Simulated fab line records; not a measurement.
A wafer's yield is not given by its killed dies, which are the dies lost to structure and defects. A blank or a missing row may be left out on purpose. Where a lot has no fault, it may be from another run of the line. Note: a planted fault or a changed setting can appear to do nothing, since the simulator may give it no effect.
Which tool was responsible? || flow sky130 || 13 lots with 39 wafers sampled at 6 steps, on a route of 708 steps

== WHAT THE GAUGES READ, wafer by wafer ==
SKY_NWELL_TW_MEAS_26. Usual: for NWELL_2_TW the level is 499.7 and the standard deviation is 2.8.
{"lot": "L434", "measured": "day 5 14:00", "on": "film-metro-04", "NWELL_2_TW": "495.5 495.7 494.8", "flag": ""}
{"lot": "L435", "measured": "day 5 18:58", "on": "film-metro-02", "NWELL_2_TW": "500.1 500.0 501.1", "flag": ""}
{"lot": "L437", "measured": "day 6 02:17", "on": "film-metro-02", "NWELL_2_TW": "497.4 496.9 499.0", "flag": ""}
{"lot": "L440", "measured": "day 7 00:32", "on": "film-metro-01", "NWELL_2_TW": "505.3 504.6 502.5", "flag": ""}
{"lot": "L441", "measured": "day 7 05:30", "on": "film-metro-02", "NWELL_2_TW": "502.7 502.4 502.5", "flag": ""}
{"lot": "L443", "measured": "day 7 14:20", "on": "film-metro-02", "NWELL_2_TW": "30.3 30.6 30.5", "flag": "OFF"}
{"lot": "L450", "measured": "day 9 11:52", "on": "film-metro-04", "NWELL_2_TW": "495.4 499.1 498.0", "flag": ""}
{"lot": "L451", "measured": "day 9 12:11", "on": "film-metro-01", "NWELL_2_TW": "496.8 496.4 499.4", "flag": ""}
{"lot": "L452", "measured": "day 10 05:04", "on": "film-metro-04", "NWELL_2_TW": "499.4 498.2 497.2", "flag": ""}
{"lot": "L453", "measured": "day 10 08:41", "on": "film-metro-02", "NWELL_2_TW": "498.8 501.1 503.8", "flag": ""}
{"lot": "L454", "measured": "day 10 10:07", "on": "film-metro-04", "NWELL_2_TW": "500.2 499.6 499.2", "flag": ""}
{"lot": "L456", "measured": "day 11 09:14", "on": "film-metro-01", "NWELL_2_TW": "501.9 501.8 502.3", "flag": ""}
{"lot": "L457", "measured": "day 11 13:07", "on": "film-metro-04", "NWELL_2_TW": "496.2 496.5 494.9", "flag": ""}

SKY_NWELL_RS_MEAS_31: uses a four-point probe to measure. Usual: for PWDE_RS the level is 5274 ohm/sq and the standard deviation is 18.
{"lot": "L434", "measured": "day 5 14:29", "on": "film-metro-02", "PWDE_RS (ohm/sq)": "5258 5252 5265", "flag": ""}
{"lot": "L435", "measured": "day 5 19:28", "on": "film-metro-02", "PWDE_RS (ohm/sq)": "5292 5288 5282", "flag": ""}
{"lot": "L437", "measured": "day 6 02:44", "on": "film-metro-04", "PWDE_RS (ohm/sq)": "5269 5274 5266", "flag": ""}
{"lot": "L440", "measured": "day 7 00:59", "on": "film-metro-04", "PWDE_RS (ohm/sq)": "5257 5268 5259", "flag": ""}
{"lot": "L441", "measured": "day 7 05:58", "on": "film-metro-01", "PWDE_RS (ohm/sq)": "5289 5283 5283", "flag": ""}
{"lot": "L443", "measured": "day 7 14:48", "on": "film-metro-04", "PWDE_RS (ohm/sq)": "5276 5260 5274", "flag": ""}
{"lot": "L450", "measured": "day 9 12:20", "on": "film-metro-04", "PWDE_RS (ohm/sq)": "5242 5244 5241", "flag": ""}
{"lot": "L451", "measured": "day 9 12:39", "on": "film-metro-02", "PWDE_RS (ohm/sq)": "5283 5271 5298", "flag": ""}
{"lot": "L452", "measured": "day 10 05:31", "on": "film-metro-01", "PWDE_RS (ohm/sq)": "5287 5297 5294", "flag": ""}
{"lot": "L453", "measured": "day 10 09:08", "on": "film-metro-02", "PWDE_RS (ohm/sq)": "5265 5268 5272", "flag": ""}
{"lot": "L454", "measured": "day 10 10:34", "on": "film-metro-01", "PWDE_RS (ohm/sq)": "5293 5290 5289", "flag": ""}
{"lot": "L456", "measured": "day 11 09:42", "on": "film-metro-04", "PWDE_RS (ohm/sq)": "5237 5238 5251", "flag": ""}
{"lot": "L457", "measured": "day 11 13:34", "on": "film-metro-01", "PWDE_RS (ohm/sq)": "5289 5277 5287", "flag": ""}

SKY_VT_ADJUST_HVTP_OVL_MEAS_08. Usual: for VT_ADJUST_HVTP_OVL the level is 0.5 nm and the standard deviation is 1.5.
{"lot": "L434", "measured": "day 6 08:49", "on": "overlay-02", "VT_ADJUST_HVTP_OVL (nm)": "-0.5 -0.6 -2.3", "flag": ""}
{"lot": "L435", "measured": "day 6 13:23", "on": "overlay-02", "VT_ADJUST_HVTP_OVL (nm)": "0.6 1.0 -0.8", "flag": ""}
{"lot": "L437", "measured": "day 6 21:15", "on": "overlay-02", "VT_ADJUST_HVTP_OVL (nm)": "3.0 3.7 4.5", "flag": ""}
{"lot": "L440", "measured": "day 7 20:06", "on": "overlay-01", "VT_ADJUST_HVTP_OVL (nm)": "0.3 -0.4 -0.2", "flag": ""}
{"lot": "L441", "measured": "day 8 01:37", "on": "overlay-01", "VT_ADJUST_HVTP_OVL (nm)": "0.8 -0.1 0.3", "flag": ""}
{"lot": "L443", "measured": "day 8 09:50", "on": "overlay-01", "VT_ADJUST_HVTP_OVL (nm)": "2.0 1.1 1.6", "flag": ""}
{"lot": "L450", "measured": "day 10 10:34", "on": "overlay-02", "VT_ADJUST_HVTP_OVL (nm)": "-1.1 -1.0 -1.2", "flag": ""}
{"lot": "L451", "measured": "day 10 10:52", "on": "overlay-01", "VT_ADJUST_HVTP_OVL (nm)": "0.7 -0.1 -0.5", "flag": ""}
{"lot": "L452", "measured": "day 11 04:34", "on": "overlay-02", "VT_ADJUST_HVTP_OVL (nm)": "-1.1 -1.2 -0.7", "flag": ""}
{"lot": "L453", "measured": "day 11 09:21", "on": "overlay-01", "VT_ADJUST_HVTP_OVL (nm)": "-2.1 -1.5 -0.7", "flag": ""}
{"lot": "L454", "measured": "day 11 10:15", "on": "overlay-02", "VT_ADJUST_HVTP_OVL (nm)": "-0.4 -0.9 -0.9", "flag": ""}
{"lot": "L456", "measured": "day 12 09:01", "on": "overlay-01", "VT_ADJUST_HVTP_OVL (nm)": "0.2 0.5 -1.0", "flag": ""}
{"lot": "L457", "measured": "day 12 13:55", "on": "overlay-02", "VT_ADJUST_HVTP_OVL (nm)": "0.3 0.0 0.7", "flag": ""}

SKY_VT_ADJUST_NCORE_CD_MEAS_07: the cd target is 380 nm. Usual: cd-nm reads 380.5 nm (standard deviation 2.6).
{"lot": "L434", "measured": "day 8 18:47", "on": "cd-sem-02", "cd-nm (nm)": "380.5 381.3 381.7", "flag": ""}
{"lot": "L435", "measured": "day 9 00:27", "on": "cd-sem-02", "cd-nm (nm)": "387.8 385.4 387.6", "flag": ""}
{"lot": "L437", "measured": "day 9 09:49", "on": "cd-sem-02", "cd-nm (nm)": "380.2 381.3 381.7", "flag": ""}
{"lot": "L440", "measured": "day 10 09:11", "on": "cd-sem-02", "cd-nm (nm)": "379.2 379.1 377.0", "flag": ""}
{"lot": "L441", "measured": "day 10 11:05", "on": "cd-sem-02", "cd-nm (nm)": "379.3 379.2 380.1", "flag": ""}
{"lot": "L443", "measured": "day 11 07:02", "on": "cd-sem-02", "cd-nm (nm)": "380.8 379.7 379.0", "flag": ""}
{"lot": "L450", "measured": "day 13 11:13", "on": "cd-sem-02", "cd-nm (nm)": "377.3 376.9 376.8", "flag": ""}
{"lot": "L451", "measured": "day 13 12:08", "on": "cd-sem-01", "cd-nm (nm)": "382.9 380.6 382.9", "flag": ""}
{"lot": "L452", "measured": "day 14 06:41", "on": "cd-sem-02", "cd-nm (nm)": "380.4 378.8 381.2", "flag": ""}
{"lot": "L453", "measured": "day 14 12:02", "on": "cd-sem-01", "cd-nm (nm)": "379.0 381.7 379.3", "flag": ""}
{"lot": "L454", "measured": "day 14 14:53", "on": "cd-sem-01", "cd-nm (nm)": "383.0 383.7 381.5", "flag": ""}
{"lot": "L456", "measured": "day 15 14:43", "on": "cd-sem-01", "cd-nm (nm)": "381.4 381.0 382.2", "flag": ""}
{"lot": "L457", "measured": "day 15 21:05", "on": "cd-sem-02", "cd-nm (nm)": "377.1 377.2 377.1", "flag": ""}

== WHAT TOOL EACH LOT RAN ON (gives the tool, then ch and the chambers of the sampled wafers, and finally the start) ==
{"lot": "L434", "SKY_NWELL_STRIP_14": "plasma-asher-02 ch 0,1, day 4 19:47", "SKY_NWELL_STRIP_25": "plasma-asher-01 ch 0,1, day 5 13:54"}
{"lot": "L435", "SKY_NWELL_STRIP_14": "plasma-asher-02 ch 0,1, day 5 00:27", "SKY_NWELL_STRIP_25": "plasma-asher-02 ch 0,1, day 5 18:52"}
{"lot": "L437", "SKY_NWELL_STRIP_14": "plasma-asher-02 ch 0,1, day 5 08:13", "SKY_NWELL_STRIP_25": "plasma-asher-01 ch 0,1, day 6 02:11"}
{"lot": "L440", "SKY_NWELL_STRIP_14": "plasma-asher-01 ch 0,1, day 6 05:34", "SKY_NWELL_STRIP_25": "plasma-asher-03 ch 0,1, day 7 00:26"}
{"lot": "L441", "SKY_NWELL_STRIP_14": "plasma-asher-02 ch 0,1, day 6 10:16", "SKY_NWELL_STRIP_25": "plasma-asher-02 ch 0,1, day 7 05:25"}
{"lot": "L443", "SKY_NWELL_STRIP_14": "plasma-asher-03 ch 0,1, day 6 19:19", "SKY_NWELL_STRIP_25": "plasma-asher-02 ch 0,1, day 7 14:14"}
{"lot": "L450", "SKY_NWELL_STRIP_14": "plasma-asher-02 ch 0,1, day 8 14:34", "SKY_NWELL_STRIP_25": "plasma-asher-02 ch 0,1, day 9 11:46"}
{"lot": "L451", "SKY_NWELL_STRIP_14": "plasma-asher-01 ch 0,1, day 8 17:04", "SKY_NWELL_STRIP_25": "plasma-asher-02 ch 0,1, day 9 12:05"}
{"lot": "L452", "SKY_NWELL_STRIP_14": "plasma-asher-03 ch 0,1, day 9 07:43", "SKY_NWELL_STRIP_25": "plasma-asher-01 ch 0,1, day 10 04:58"}
{"lot": "L453", "SKY_NWELL_STRIP_14": "plasma-asher-02 ch 0,1, day 9 10:13", "SKY_NWELL_STRIP_25": "plasma-asher-03 ch 1, day 10 08:35"}
{"lot": "L454", "SKY_NWELL_STRIP_14": "plasma-asher-01 ch 0,1, day 9 11:29", "SKY_NWELL_STRIP_25": "plasma-asher-03 ch 0,1, day 10 10:01"}
{"lot": "L456", "SKY_NWELL_STRIP_14": "plasma-asher-03 ch 0,1, day 10 09:02", "SKY_NWELL_STRIP_25": "plasma-asher-01 ch 0,1, day 11 09:08"}
{"lot": "L457", "SKY_NWELL_STRIP_14": "plasma-asher-03 ch 0,1, day 10 14:13", "SKY_NWELL_STRIP_25": "plasma-asher-03 ch 0,1, day 11 13:01"}
- SKY_NWELL_STRIP_14: strips in O2/N2.
- SKY_NWELL_STRIP_25: strips in O2/N2.

== WHAT THE TOOLS THEMSELVES READ (means of the sampled wafers that have a number; where no wafer has one, the mark that the record gives instead) ==
SKY_NWELL_STRIP_14. Usual: drypump-motor-current-A 5.9 A, standard deviation 0.3; n2-flow-sccm 299.9 sccm, standard deviation 0.94; oes-product-au 0.723 a.u., standard deviation 0.0048; strip-time-to-endpoint-s 36.94 s, standard deviation 0.11.
{"lot": "L434", "tool": "plasma-asher-02", "drypump-motor-current-A (A)": 6.0, "n2-flow-sccm (sccm)": 300.0, "oes-product-au (a.u.)": 0.720, "strip-time-to-endpoint-s (s)": 36.89, "flag": ""}
{"lot": "L435", "tool": "plasma-asher-02", "drypump-motor-current-A (A)": 6.0, "n2-flow-sccm (sccm)": 299.2, "oes-product-au (a.u.)": 0.719, "strip-time-to-endpoint-s (s)": 37.10, "flag": ""}
{"lot": "L437", "tool": "plasma-asher-02", "drypump-motor-current-A (A)": 6.0, "n2-flow-sccm (sccm)": 299.8, "oes-product-au (a.u.)": 0.724, "strip-time-to-endpoint-s (s)": 36.78, "flag": ""}
{"lot": "L440", "tool": "plasma-asher-01", "drypump-motor-current-A (A)": 5.8, "n2-flow-sccm (sccm)": 300.0, "oes-product-au (a.u.)": 0.722, "strip-time-to-endpoint-s (s)": 37.06, "flag": ""}
{"lot": "L441", "tool": "plasma-asher-02", "drypump-motor-current-A (A)": 6.1, "n2-flow-sccm (sccm)": 299.8, "oes-product-au (a.u.)": 0.724, "strip-time-to-endpoint-s (s)": 36.96, "flag": ""}
{"lot": "L443", "tool": "plasma-asher-03", "drypump-motor-current-A (A)": 5.9, "n2-flow-sccm (sccm)": 301.8, "oes-product-au (a.u.)": 0.881, "strip-time-to-endpoint-s (s)": "-", "flag": "OFF"}
{"lot": "L450", "tool": "plasma-asher-02", "drypump-motor-current-A (A)": 6.2, "n2-flow-sccm (sccm)": 298.6, "oes-product-au (a.u.)": 0.720, "strip-time-to-endpoint-s (s)": 36.96, "flag": ""}
{"lot": "L451", "tool": "plasma-asher-01", "drypump-motor-current-A (A)": 5.8, "n2-flow-sccm (sccm)": 300.7, "oes-product-au (a.u.)": 0.723, "strip-time-to-endpoint-s (s)": 36.97, "flag": ""}
{"lot": "L452", "tool": "plasma-asher-03", "drypump-motor-current-A (A)": 5.9, "n2-flow-sccm (sccm)": 298.7, "oes-product-au (a.u.)": 0.720, "strip-time-to-endpoint-s (s)": 36.83, "flag": ""}
{"lot": "L453", "tool": "plasma-asher-02", "drypump-motor-current-A (A)": 6.1, "n2-flow-sccm (sccm)": 300.2, "oes-product-au (a.u.)": 0.727, "strip-time-to-endpoint-s (s)": 36.92, "flag": ""}
{"lot": "L454", "tool": "plasma-asher-01", "drypump-motor-current-A (A)": 5.8, "n2-flow-sccm (sccm)": 299.5, "oes-product-au (a.u.)": 0.723, "strip-time-to-endpoint-s (s)": 36.87, "flag": ""}
{"lot": "L456", "tool": "plasma-asher-03", "drypump-motor-current-A (A)": 5.9, "n2-flow-sccm (sccm)": 300.5, "oes-product-au (a.u.)": 0.723, "strip-time-to-endpoint-s (s)": 36.94, "flag": ""}
{"lot": "L457", "tool": "plasma-asher-03", "drypump-motor-current-A (A)": 5.6, "n2-flow-sccm (sccm)": 300.2, "oes-product-au (a.u.)": 0.725, "strip-time-to-endpoint-s (s)": 37.05, "flag": ""}

SKY_NWELL_STRIP_25. Usual: drypump-motor-current-A 5.89 A, standard deviation 0.28; n2-flow-sccm 300.0 sccm, standard deviation 0.84; oes-product-au 0.723 a.u., standard deviation 0.005; strip-time-to-endpoint-s 36.91 s, standard deviation 0.085.
{"lot": "L434", "tool": "plasma-asher-01", "drypump-motor-current-A (A)": 5.69, "n2-flow-sccm (sccm)": 301.0, "oes-product-au (a.u.)": 0.725, "strip-time-to-endpoint-s (s)": 36.96, "flag": ""}
{"lot": "L435", "tool": "plasma-asher-02", "drypump-motor-current-A (A)": 6.12, "n2-flow-sccm (sccm)": 300.0, "oes-product-au (a.u.)": 0.721, "strip-time-to-endpoint-s (s)": 36.98, "flag": ""}
{"lot": "L437", "tool": "plasma-asher-01", "drypump-motor-current-A (A)": 5.69, "n2-flow-sccm (sccm)": 299.3, "oes-product-au (a.u.)": 0.718, "strip-time-to-endpoint-s (s)": 36.88, "flag": ""}
{"lot": "L440", "tool": "plasma-asher-03", "drypump-motor-current-A (A)": 5.89, "n2-flow-sccm (sccm)": 300.0, "oes-product-au (a.u.)": 0.722, "strip-time-to-endpoint-s (s)": 36.85, "flag": ""}
{"lot": "L441", "tool": "plasma-asher-02", "drypump-motor-current-A (A)": 6.12, "n2-flow-sccm (sccm)": 300.1, "oes-product-au (a.u.)": 0.721, "strip-time-to-endpoint-s (s)": 36.87, "flag": ""}
{"lot": "L443", "tool": "plasma-asher-02", "drypump-motor-current-A (A)": 5.99, "n2-flow-sccm (sccm)": 300.1, "oes-product-au (a.u.)": 0.730, "strip-time-to-endpoint-s (s)": 72.26, "flag": "OFF"}
{"lot": "L450", "tool": "plasma-asher-02", "drypump-motor-current-A (A)": 5.98, "n2-flow-sccm (sccm)": 299.3, "oes-product-au (a.u.)": 0.725, "strip-time-to-endpoint-s (s)": 36.78, "flag": ""}
{"lot": "L451", "tool": "plasma-asher-02", "drypump-motor-current-A (A)": 6.10, "n2-flow-sccm (sccm)": 299.9, "oes-product-au (a.u.)": 0.724, "strip-time-to-endpoint-s (s)": 37.05, "flag": ""}
{"lot": "L452", "tool": "plasma-asher-01", "drypump-motor-current-A (A)": 5.69, "n2-flow-sccm (sccm)": 298.9, "oes-product-au (a.u.)": 0.726, "strip-time-to-endpoint-s (s)": 36.95, "flag": ""}
{"lot": "L453", "tool": "plasma-asher-03", "drypump-motor-current-A (A)": 5.44, "n2-flow-sccm (sccm)": 300.5, "oes-product-au (a.u.)": 0.725, "strip-time-to-endpoint-s (s)": 36.91, "flag": ""}
{"lot": "L454", "tool": "plasma-asher-03", "drypump-motor-current-A (A)": 5.66, "n2-flow-sccm (sccm)": 300.1, "oes-product-au (a.u.)": 0.727, "strip-time-to-endpoint-s (s)": 36.85, "flag": ""}
{"lot": "L456", "tool": "plasma-asher-01", "drypump-motor-current-A (A)": 5.69, "n2-flow-sccm (sccm)": 299.8, "oes-product-au (a.u.)": 0.720, "strip-time-to-endpoint-s (s)": 36.99, "flag": ""}
{"lot": "L457", "tool": "plasma-asher-03", "drypump-motor-current-A (A)": 5.65, "n2-flow-sccm (sccm)": 300.5, "oes-product-au (a.u.)": 0.724, "strip-time-to-endpoint-s (s)": 36.84, "flag": ""}

== THE ANSWER, worked out from the rows above alone ==
Rule: a lot is off if the mean of its wafers that have a number lies more than 3 standard deviations from the usual mean. Also off: a lot with no number at a reading for which 4 or more lots have one. Any other lot the step has rows for is counted as sound. First the gauges in route order, then the tools' own readings, where a lot's mean is used as printed above. At the first step where some lot is off, the reading lying furthest off is the one used; lots without a number count as furthest.
Off: at SKY_NWELL_TW_MEAS_26 (NWELL_2_TW), L443.
A tool fits if, at a process step before that reading, it ran every lot that is off, and no sound lot after the first of them. The gauges at SKY_NWELL_TW_MEAS_26 aren't tried: what is off there is off at SKY_NWELL_STRIP_14 too, on other tools, and a gauge's error can't cause that. Not one of the candidates tried fits.

== WHAT HAD BEEN PUT IN BY THE SIMULATOR ==
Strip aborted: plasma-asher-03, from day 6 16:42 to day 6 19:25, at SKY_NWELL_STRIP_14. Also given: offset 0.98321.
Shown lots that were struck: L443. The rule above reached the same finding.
